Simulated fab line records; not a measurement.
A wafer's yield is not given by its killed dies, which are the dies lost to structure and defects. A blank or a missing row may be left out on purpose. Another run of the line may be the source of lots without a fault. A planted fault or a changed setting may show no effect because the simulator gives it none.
fab line records	flow sky130	part 1 of 2: steps 1 to 25 of 36
[record] lots = 5	wafers = 15	last-day = 50
route steps=708 shown LDD_N@251 LDD_P@255 LDD_HVN@267 LDD_HVP@278
lots untouched by any fault: they come from a run of this same line in which no faults occurred
start-h: the number of hours between the record's first day and the start of the first shown wafer of the lot	wait-h: hours elapsed since this lot's preceding step	" unchanged from the row above	L1.1+2: a row that stands for several wafers	- no value, or no start was given	* or withheld: withheld	< > ~ a bound
route shown NAME@n: names a module that has steps shown in the file, with the first one's number in the route	usual: mean/standard deviation taken from wafers without a fault	same: alike in all rows	chamber/n: place in a boat	sites: the reading at each site	_std_site: standard deviation across them	_edge_site: the outer-site mean with the inner-site mean subtracted	radius-mm: how far each site lies from the wafer's centre	mask NAME#n: copy n	behind: tool/chamber where the wafer was last shaped	hold: reason for holding the lot/hours on hold/outcome of the hold	device: the n, p or np transistor that did not switch	end of line: tests of these same wafers at the route's end	for a step that has no rows: nothing shown but its recipe	killed: dies lost to structure and defects at the first sort, not the wafer's yield	map: dies across one wafer; x = killed, . = not, _ = none there
set.NAME: the run value of the setting; set.NAME@STEP: its run value at that earlier step	model.NAME: the simulator's own value behind a step, which no gauge read
a table for each step, a row for each wafer; lots at some steps of the route
services: the hour from which a tool's chamber was out of use, counted from the record's first day as start-h (under 0 if before that day), plus the number of hours and why
[[steps]]
[step SKY_LDD_N_IMPLANT_14]
[recipe] species = BF2	energy-kev = 50	dose-cm2 = 5e+12	tilt-deg = 30	rotation-deg = 180
[usual] dose-ions-cm2 = 4.999e+12/5.9e+09
lot.wafer	tool	chamber	start-h	wait-h	dose-ions-cm2
L076.1	implanter-01	0	400.13	0.1	4.998e+12
L076.2	"	0	"	"	4.99e+12
L076.3	"	0	"	"	5e+12
L083.1	implanter-01	0	477.52	0.1	4.998e+12
L083.3	"	0	"	"	5.006e+12
L083.5	"	0	"	"	4.99e+12
L085.1	implanter-01	0	502.12	0.1	4.995e+12
L085.5	"	0	"	"	4.991e+12
L085.6	"	0	"	"	4.992e+12
L087.4	implanter-02	0	561.85	0.1	5.001e+12
L087.5	"	0	"	"	5.005e+12
L087.6	"	0	"	"	4.996e+12
L094.1	implanter-02	0	581.42	0.1	5.001e+12
L094.3	"	0	"	"	5.002e+12
L094.5	"	0	"	"	5.002e+12
[step SKY_LDD_N_IMPLANT_15]
[recipe] species = BF2	energy-kev = 50	dose-cm2 = 5e+12	tilt-deg = 30	rotation-deg = 270
[usual] dose-ions-cm2 = 5e+12/5.1e+09
lot.wafer	tool	chamber	start-h	wait-h	dose-ions-cm2
L076.1	implanter-01	0	400.28	0.1	4.997e+12
L076.2	"	0	"	"	5.006e+12
L076.3	"	0	"	"	5.002e+12
L083.1	implanter-01	0	477.67	0.1	4.992e+12
L083.3	"	0	"	"	4.998e+12
L083.5	"	0	"	"	5.001e+12
L085.1	implanter-01	0	502.27	0.1	5.004e+12
L085.5	"	0	"	"	5.006e+12
L085.6	"	0	"	"	5.008e+12
L087.4	implanter-02	0	562.00	0.1	5e+12
L087.5	"	0	"	"	4.999e+12
L087.6	"	0	"	"	5e+12
L094.1	implanter-02	0	581.57	0.1	5e+12
L094.3	"	0	"	"	5.002e+12
L094.5	"	0	"	"	4.998e+12
[step SKY_LDD_N_STRIP_16]
[recipe] chemistry = O2/N2	power-w = 1400	pressure-mtorr = 1500	platen-temp-c = withheld	o2-flow-sccm = 3000	n2-flow-sccm = 300	overash-fraction = 0.5
[usual] drypump-motor-current-A = 6.1/0.54	oes-product-au = 0.407/0.0043	strip-time-to-endpoint-s = 4.315/0.015
lot.wafer	tool	chamber	start-h	wait-h	drypump-motor-current-A	oes-product-au	rf-hours-counter-h	strip-time-to-endpoint-s
L076.1	plasma-asher-03	0	400.43	0.1	5.6	0.405	72	4.314
L076.2	"	1	"	"	6.3	0.413	72	4.309
L076.3	"	0	"	"	5.6	0.406	-	4.322
L083.1	plasma-asher-04	0	477.82	0.1	5.2	0.405	75	4.303
L083.3	"	1	"	"	6.8	0.414	-	4.301
L083.5	"	1	"	"	6.8	0.404	-	4.290
L085.1	plasma-asher-03	0	502.42	0.1	5.6	0.404	8	4.306
L085.5	"	0	"	"	5.7	0.418	-	4.295
L085.6	"	1	"	"	6.4	0.406	-	4.300
L087.4	plasma-asher-01	0	562.11	0.1	6.3	0.406	-	4.334
L087.5	"	1	"	"	6.4	0.406	-	4.330
L087.6	"	0	"	"	6.3	0.406	-	4.311
L094.1	plasma-asher-04	1	581.72	0.1	6.7	0.411	84	4.312
L094.3	"	0	"	"	5.2	0.407	-	4.304
L094.5	"	0	"	"	5.2	0.407	-	4.317
[step SKY_LDD_N_TW_MEAS_17]
[usual] LDD_N_TW = 2592/38
lot.wafer	tool	chamber	start-h	wait-h	LDD_N_TW
L076.1	film-metro-03	-	400.53	0.1	2552
L076.2	"	-	"	"	2559
L076.3	"	-	"	"	2555
L083.1	film-metro-03	-	477.92	0.1	2566
L083.3	"	-	"	"	2574
L083.5	"	-	"	"	2553
L085.1	film-metro-03	-	502.52	0.1	2565
L085.5	"	-	"	"	2563
L085.6	"	-	"	"	2557
L087.4	film-metro-02	-	562.20	0.1	2606
L087.5	"	-	"	"	2604
L087.6	"	-	"	"	2600
L094.1	film-metro-02	-	581.82	0.1	2601
L094.3	"	-	"	"	2597
L094.5	"	-	"	"	2592
[step SKY_LDD_P_DEHYDRATE_00]
[recipe] temp-c = 200	time-s = 60
[usual] exhaust-pa = 44.9/0.84
lot.wafer	tool	chamber	start-h	wait-h	exhaust-pa
L076.1	litho-track-04	0	414.84	14.3	45.9
L076.2	"	0	"	"	45.2
L076.3	"	0	"	"	44.7
L083.1	litho-track-02	0	491.85	13.9	46.1
L083.3	"	0	"	"	44.8
L083.5	"	0	"	"	43.2
L085.1	litho-track-04	0	517.19	14.7	44.6
L085.5	"	0	"	"	45.0
L085.6	"	0	"	"	45.5
L087.4	litho-track-04	0	576.31	14.1	46.0
L087.5	"	0	"	"	45.3
L087.6	"	0	"	"	46.7
L094.1	litho-track-02	0	595.75	13.9	44.5
L094.3	"	0	"	"	44.2
L094.5	"	0	"	"	45.1
[step SKY_LDD_P_HMDS_01]
[recipe] prime-time-s = 60	prime-temp-c = 120
[usual] exhaust-pa = 45.1/0.85
lot.wafer	tool	chamber	start-h	wait-h	exhaust-pa
L076.1	litho-track-04	0	414.99	0.1	45.3
L076.2	"	0	"	"	44.1
L076.3	"	0	"	"	44.5
L083.1	litho-track-02	0	492.00	0.1	45.6
L083.3	"	0	"	"	46.0
L083.5	"	0	"	"	44.7
L085.1	litho-track-04	0	517.34	0.1	45.1
L085.5	"	0	"	"	43.4
L085.6	"	0	"	"	44.1
L087.4	litho-track-04	0	576.46	0.1	45.1
L087.5	"	0	"	"	45.6
L087.6	"	0	"	"	45.4
L094.1	litho-track-02	0	595.90	0.1	43.2
L094.3	"	0	"	"	44.5
L094.5	"	0	"	"	44.3
[step SKY_LDD_P_COAT_02]
[recipe] resist = NOVOLAK	spin-rpm = 3000	resist-thk-nm = 1140
[usual] exhaust-pa = 45.2/0.87
lot.wafer	tool	chamber	start-h	wait-h	exhaust-pa
L076.1	litho-track-04	0	415.14	0.1	46.5
L076.2	"	0	"	"	45.1
L076.3	"	0	"	"	45.1
L083.1	litho-track-02	0	492.15	0.1	44.9
L083.3	"	0	"	"	44.4
L083.5	"	0	"	"	46.2
L085.1	litho-track-04	0	517.49	0.1	45.8
L085.5	"	0	"	"	47.2
L085.6	"	0	"	"	45.2
L087.4	litho-track-04	0	576.61	0.1	44.7
L087.5	"	0	"	"	43.7
L087.6	"	0	"	"	44.0
L094.1	litho-track-02	0	596.05	0.1	45.3
L094.3	"	0	"	"	45.6
L094.5	"	0	"	"	45.3
[step SKY_LDD_P_SOFTBAKE_03]
[recipe] temp-c = 90	time-s = 60	resist = NOVOLAK
[usual] exhaust-pa = 45.1/0.93
lot.wafer	tool	chamber	start-h	wait-h	exhaust-pa
L076.1	litho-track-04	0	415.29	0.1	45.4
L076.2	"	0	"	"	45.6
L076.3	"	0	"	"	45.4
L083.1	litho-track-02	0	492.30	0.1	47.0
L083.3	"	0	"	"	46.8
L083.5	"	0	"	"	46.6
L085.1	litho-track-04	0	517.64	0.1	44.0
L085.5	"	0	"	"	43.6
L085.6	"	0	"	"	43.8
L087.4	litho-track-04	0	576.76	0.1	44.3
L087.5	"	0	"	"	44.2
L087.6	"	0	"	"	43.7
L094.1	litho-track-02	0	596.20	0.1	44.5
L094.3	"	0	"	"	44.9
L094.5	"	0	"	"	45.0
[step SKY_LDD_P_EXPOSE_04]
[recipe] mask-id = PSDM	na = 0.6	source-shape = conventional	sigma-outer = 0.6	polarization = unpolarized	target-cd-nm = 380	dose-mj = 138
lot.wafer	tool	chamber	start-h	wait-h	mask
L076.1+2+3	iline-stepper-01	0	-	-	PSDM#0
L083.1+3+5	iline-stepper-02	0	-	-	PSDM#0
L085.1+5+6	iline-stepper-02	0	-	-	PSDM#0
L087.4+5+6	iline-stepper-02	0	-	-	PSDM#0
L094.1+3+5	iline-stepper-02	0	-	-	PSDM#0
[step SKY_LDD_P_PEB_05]
[recipe] temp-c = withheld	time-s = *	resist = NOVOLAK
[usual] exhaust-pa = 44.9/0.9
lot.wafer	tool	chamber	start-h	wait-h	exhaust-pa
L076.1	litho-track-04	0	-	-	44.4
L076.2	"	0	"	"	45.5
L076.3	"	0	"	"	43.9
L083.1	litho-track-02	0	-	-	45.1
L083.3	"	0	"	"	45.2
L083.5	"	0	"	"	45.3
L085.1	litho-track-04	0	-	-	44.2
L085.5	"	0	"	"	43.1
L085.6	"	0	"	"	44.1
L087.4	litho-track-04	0	-	-	45.9
L087.5	"	0	"	"	45.4
L087.6	"	0	"	"	44.9
L094.1	litho-track-04	0	-	-	45.8
L094.3	"	0	"	"	46.0
L094.5	"	0	"	"	45.7
[step SKY_LDD_P_DEVELOP_06]
[recipe] resist = NOVOLAK	developer = TMAH	develop-time-s = 60	dev-temp-c = 23
[usual] exhaust-pa = 44.8/0.88
lot.wafer	tool	chamber	start-h	wait-h	exhaust-pa
L076.1	litho-track-04	0	430.79	0.1	44.8
L076.2	"	0	"	"	46.4
L076.3	"	0	"	"	46.1
L083.1	litho-track-02	0	507.60	0.1	44.8
L083.3	"	0	"	"	44.4
L083.5	"	0	"	"	43.1
L085.1	litho-track-04	0	532.69	0.1	45.4
L085.5	"	0	"	"	44.7
L085.6	"	0	"	"	44.4
L087.4	litho-track-04	0	591.26	0.1	45.0
L087.5	"	0	"	"	45.0
L087.6	"	0	"	"	45.1
L094.1	litho-track-04	0	610.74	0.1	43.9
L094.3	"	0	"	"	45.6
L094.5	"	0	"	"	44.0
[step SKY_LDD_P_CD_MEAS_07]
[recipe] target-cd-nm = 380
[usual] cd-nm = 379.4/2.4
lot.wafer	tool	chamber	start-h	wait-h	cd-nm
L076.1	cd-sem-02	-	430.94	0.1	379.9
L076.2	"	-	"	"	381.6
L076.3	"	-	"	"	380.1
L083.1	cd-sem-01	-	507.75	0.1	379.5
L083.3	"	-	"	"	377.7
L083.5	"	-	"	"	378.6
L085.1	cd-sem-02	-	532.84	0.1	383.5
L085.5	"	-	"	"	384.3
L085.6	"	-	"	"	384.0
L087.4	cd-sem-02	-	591.40	0.1	378.9
L087.5	"	-	"	"	377.9
L087.6	"	-	"	"	378.5
L094.1	cd-sem-01	-	610.89	0.1	383.1
L094.3	"	-	"	"	382.9
L094.5	"	-	"	"	383.5
[step SKY_LDD_P_OVL_MEAS_08]
[usual] LDD_P_OVL = -0.6/1.4
lot.wafer	tool	chamber	start-h	wait-h	LDD_P_OVL[nm]
L076.1	overlay-01	-	431.06	0.1	2.6
L076.2	"	-	"	"	2.0
L076.3	"	-	"	"	1.6
L083.1	overlay-01	-	507.87	0.1	0.7
L083.3	"	-	"	"	0.4
L083.5	"	-	"	"	1.4
L085.1	overlay-01	-	532.96	0.1	-1.6
L085.5	"	-	"	"	-2.5
L085.6	"	-	"	"	-0.3
L087.4	overlay-02	-	591.48	0.1	0.6
L087.5	"	-	"	"	-1.3
L087.6	"	-	"	"	-1.2
L094.1	overlay-01	-	611.01	0.1	-3.3
L094.3	"	-	"	"	-2.2
L094.5	"	-	"	"	-2.6
[step SKY_LDD_P_IMPLANT_09]
[recipe] species = BF2	energy-kev = 25	dose-cm2 = 1e+13	tilt-deg = withheld
[usual] dose-ions-cm2 = 1.0002e+13/1.1e+10
lot.wafer	tool	chamber	start-h	wait-h	dose-ions-cm2
L076.1	implanter-02	0	431.09	0.0	1.0003e+13
L076.2	"	0	"	"	1.0007e+13
L076.3	"	0	"	"	1.0011e+13
L083.1	implanter-01	0	507.91	0.0	9.983e+12
L083.3	"	0	"	"	9.997e+12
L083.5	"	0	"	"	1.0012e+13
L085.1	implanter-01	0	532.99	0.0	1.0003e+13
L085.5	"	0	"	"	9.985e+12
L085.6	"	0	"	"	9.991e+12
L087.4	implanter-02	0	591.57	0.1	9.988e+12
L087.5	"	0	"	"	1.0003e+13
L087.6	"	0	"	"	9.998e+12
L094.1	implanter-03	0	611.04	0.0	1.0012e+13
L094.3	"	0	"	"	1.002e+13
L094.5	"	0	"	"	1.0016e+13
[step SKY_LDD_P_STRIP_10]
[recipe] chemistry = O2/N2	power-w = 1400	pressure-mtorr = 1500	platen-temp-c = withheld	o2-flow-sccm = 3000	n2-flow-sccm = 300	overash-fraction = 0.5
[usual] drypump-motor-current-A = 6.0/0.58	oes-product-au = 0.715/0.0047	strip-time-to-endpoint-s = 14.18/0.044
lot.wafer	tool	chamber	start-h	wait-h	drypump-motor-current-A	oes-product-au	rf-hours-counter-h	strip-time-to-endpoint-s
L076.1	plasma-asher-03	0	431.24	0.1	5.7	0.707	0	14.23
L076.2	"	1	"	"	6.3	0.716	0	14.22
L076.3	"	0	"	"	5.6	0.721	-	14.25
L083.1	plasma-asher-03	0	508.06	0.1	5.6	0.710	9	14.17
L083.3	"	0	"	"	5.6	0.711	-	14.21
L083.5	"	1	"	"	6.4	0.712	-	14.19
L085.1	plasma-asher-02	1	533.14	0.1	6.2	0.716	68	14.10
L085.5	"	1	"	"	6.2	0.711	-	14.08
L085.6	"	0	"	"	5.8	0.719	-	14.08
L087.4	plasma-asher-04	1	591.68	0.1	6.8	0.716	-	14.14
L087.5	"	1	"	"	6.8	0.716	-	14.12
L087.6	"	0	"	"	5.2	0.718	-	14.14
L094.1	plasma-asher-03	0	611.19	0.1	5.7	0.715	19	14.22
L094.3	"	0	"	"	5.6	0.713	-	14.21
L094.5	"	0	"	"	5.6	0.713	-	14.16
[step SKY_LDD_P_TW_MEAS_11]
[usual] LDD_P_TW = 644/5.3
lot.wafer	tool	chamber	start-h	wait-h	LDD_P_TW
L076.1	film-metro-01	-	431.34	0.1	645
L076.2	"	-	"	"	645
L076.3	"	-	"	"	647
L083.1	film-metro-01	-	508.16	0.1	650
L083.3	"	-	"	"	650
L083.5	"	-	"	"	649
L085.1	film-metro-02	-	533.24	0.1	636
L085.5	"	-	"	"	638
L085.6	"	-	"	"	640
L087.4	film-metro-02	-	591.77	0.1	641
L087.5	"	-	"	"	638
L087.6	"	-	"	"	637
L094.1	film-metro-01	-	611.29	0.1	645
L094.3	"	-	"	"	642
L094.5	"	-	"	"	644
[step SKY_LDD_HVN_DEHYDRATE_00]
[recipe] temp-c = 200	time-s = 60
[usual] exhaust-pa = 44.9/0.79
lot.wafer	tool	chamber	start-h	wait-h	exhaust-pa
L076.1	litho-track-04	0	446.34	15.0	45.0
L076.2	"	0	"	"	46.0
L076.3	"	0	"	"	47.0
L083.1	litho-track-04	0	522.34	14.2	43.9
L083.3	"	0	"	"	45.5
L083.5	"	0	"	"	43.5
L085.1	litho-track-01	0	548.00	14.7	44.3
L085.5	"	0	"	"	44.9
L085.6	"	0	"	"	44.5
L087.4	litho-track-01	0	606.17	14.4	45.0
L087.5	"	0	"	"	44.9
L087.6	"	0	"	"	45.2
L094.1	litho-track-01	0	625.90	14.6	45.5
L094.3	"	0	"	"	45.0
L094.5	"	0	"	"	42.6
[step SKY_LDD_HVN_HMDS_01]
[recipe] prime-time-s = 60	prime-temp-c = 120
[usual] exhaust-pa = 44.9/0.84
lot.wafer	tool	chamber	start-h	wait-h	exhaust-pa
L076.1	litho-track-04	0	446.49	0.1	45.4
L076.2	"	0	"	"	45.8
L076.3	"	0	"	"	45.5
L083.1	litho-track-04	0	522.49	0.1	45.1
L083.3	"	0	"	"	45.2
L083.5	"	0	"	"	45.9
L085.1	litho-track-01	0	548.15	0.1	43.9
L085.5	"	0	"	"	43.7
L085.6	"	0	"	"	43.7
L087.4	litho-track-01	0	606.32	0.1	46.0
L087.5	"	0	"	"	44.9
L087.6	"	0	"	"	46.4
L094.1	litho-track-01	0	626.05	0.1	45.0
L094.3	"	0	"	"	45.3
L094.5	"	0	"	"	45.4
[step SKY_LDD_HVN_COAT_02]
[recipe] resist = NOVOLAK	spin-rpm = 3000	resist-thk-nm = 300
[usual] exhaust-pa = 44.9/0.78
lot.wafer	tool	chamber	start-h	wait-h	exhaust-pa
L076.1	litho-track-04	0	446.64	0.1	44.5
L076.2	"	0	"	"	44.0
L076.3	"	0	"	"	44.3
L083.1	litho-track-04	0	522.64	0.1	44.6
L083.3	"	0	"	"	45.0
L083.5	"	0	"	"	45.9
L085.1	litho-track-01	0	548.30	0.1	45.6
L085.5	"	0	"	"	45.7
L085.6	"	0	"	"	45.7
L087.4	litho-track-01	0	606.47	0.1	46.6
L087.5	"	0	"	"	44.6
L087.6	"	0	"	"	44.9
L094.1	litho-track-01	0	626.20	0.1	43.3
L094.3	"	0	"	"	43.9
L094.5	"	0	"	"	44.5
[step SKY_LDD_HVN_SOFTBAKE_03]
[recipe] temp-c = 90	time-s = 60	resist = NOVOLAK
[usual] exhaust-pa = 45.0/0.85
lot.wafer	tool	chamber	start-h	wait-h	exhaust-pa
L076.1	litho-track-04	0	446.79	0.1	45.5
L076.2	"	0	"	"	45.0
L076.3	"	0	"	"	46.0
L083.1	litho-track-04	0	522.79	0.1	44.1
L083.3	"	0	"	"	46.2
L083.5	"	0	"	"	44.9
L085.1	litho-track-01	0	548.45	0.1	46.1
L085.5	"	0	"	"	45.4
L085.6	"	0	"	"	45.9
L087.4	litho-track-01	0	606.62	0.1	46.3
L087.5	"	0	"	"	46.2
L087.6	"	0	"	"	44.1
L094.1	litho-track-01	0	626.35	0.1	45.2
L094.3	"	0	"	"	45.4
L094.5	"	0	"	"	44.2
[step SKY_LDD_HVN_EXPOSE_04]
[recipe] mask-id = HVNTM	na = 0.6	source-shape = conventional	sigma-outer = 0.6	polarization = unpolarized	target-cd-nm = 700	dose-mj = 127
lot.wafer	tool	chamber	start-h	wait-h	mask
L076.1+2+3	iline-stepper-01	0	-	-	HVNTM#0
L083.1+3+5	iline-stepper-02	0	-	-	HVNTM#0
L085.1+5+6	iline-stepper-01	0	-	-	HVNTM#0
L087.4+5+6	iline-stepper-01	0	-	-	HVNTM#0
L094.1+3+5	iline-stepper-01	0	-	-	HVNTM#0
[step SKY_LDD_HVN_PEB_05]
[recipe] temp-c = withheld	time-s = *	resist = NOVOLAK
[usual] exhaust-pa = 45.0/0.98
lot.wafer	tool	chamber	start-h	wait-h	exhaust-pa
L076.1	litho-track-02	0	-	-	46.1
L076.2	"	0	"	"	45.6
L076.3	"	0	"	"	45.8
L083.1	litho-track-01	0	-	-	46.4
L083.3	"	0	"	"	45.1
L083.5	"	0	"	"	45.5
L085.1	litho-track-04	0	-	-	44.5
L085.5	"	0	"	"	43.5
L085.6	"	0	"	"	45.3
L087.4	litho-track-01	0	-	-	45.3
L087.5	"	0	"	"	45.1
L087.6	"	0	"	"	44.3
L094.1	litho-track-02	0	-	-	43.7
L094.3	"	0	"	"	45.0
L094.5	"	0	"	"	44.9
[step SKY_LDD_HVN_DEVELOP_06]
[recipe] resist = NOVOLAK	developer = TMAH	develop-time-s = 60	dev-temp-c = 23
[usual] exhaust-pa = 45.0/0.88
lot.wafer	tool	chamber	start-h	wait-h	exhaust-pa
L076.1	litho-track-02	0	462.65	0.1	44.9
L076.2	"	0	"	"	45.1
L076.3	"	0	"	"	44.2
L083.1	litho-track-01	0	538.45	0.1	45.9
L083.3	"	0	"	"	45.2
L083.5	"	0	"	"	44.0
L085.1	litho-track-04	0	563.34	0.1	44.8
L085.5	"	0	"	"	44.1
L085.6	"	0	"	"	44.1
L087.4	litho-track-01	0	621.22	0.1	46.9
L087.5	"	0	"	"	44.5
L087.6	"	0	"	"	45.3
L094.1	litho-track-02	0	641.65	0.1	46.4
L094.3	"	0	"	"	46.9
L094.5	"	0	"	"	46.5
[step SKY_LDD_HVN_OVL_MEAS_07]
[usual] LDD_HVN_OVL = 0.0/1.3
lot.wafer	tool	chamber	start-h	wait-h	LDD_HVN_OVL[nm]
L076.1	overlay-01	-	462.80	0.1	1.6
L076.2	"	-	"	"	1.8
L076.3	"	-	"	"	1.8
L083.1	overlay-01	-	538.60	0.1	-0.8
L083.3	"	-	"	"	-0.4
L083.5	"	-	"	"	-2.4
L085.1	overlay-02	-	563.49	0.1	0.9
L085.5	"	-	"	"	-0.4
L085.6	"	-	"	"	1.9
L087.4	overlay-01	-	621.32	0.1	1.2
L087.5	"	-	"	"	0.6
L087.6	"	-	"	"	3.4
L094.1	overlay-01	-	641.80	0.1	2.7
L094.3	"	-	"	"	1.6
L094.5	"	-	"	"	2.9
[step SKY_LDD_HVN_IMPLANT_08]
[recipe] species = P	energy-kev = 60	dose-cm2 = 3e+13	tilt-deg = 40
[usual] dose-ions-cm2 = 2.9997e+13/3e+10
lot.wafer	tool	chamber	start-h	wait-h	dose-ions-cm2
L076.1	implanter-03	0	462.84	0.0	3.0012e+13
L076.2	"	0	"	"	2.9972e+13
L076.3	"	0	"	"	3.0008e+13
L083.1	implanter-01	0	538.64	0.0	2.9935e+13
L083.3	"	0	"	"	2.996e+13
L083.5	"	0	"	"	3.0014e+13
L085.1	implanter-03	0	563.52	0.0	3.002e+13
L085.5	"	0	"	"	2.9991e+13
L085.6	"	0	"	"	2.996e+13
L087.4	implanter-03	0	621.41	0.1	2.9973e+13
L087.5	"	0	"	"	2.9982e+13
L087.6	"	0	"	"	2.9929e+13
L094.1	implanter-04	0	641.84	0.0	3e+13
L094.3	"	0	"	"	2.9979e+13
L094.5	"	0	"	"	2.9988e+13
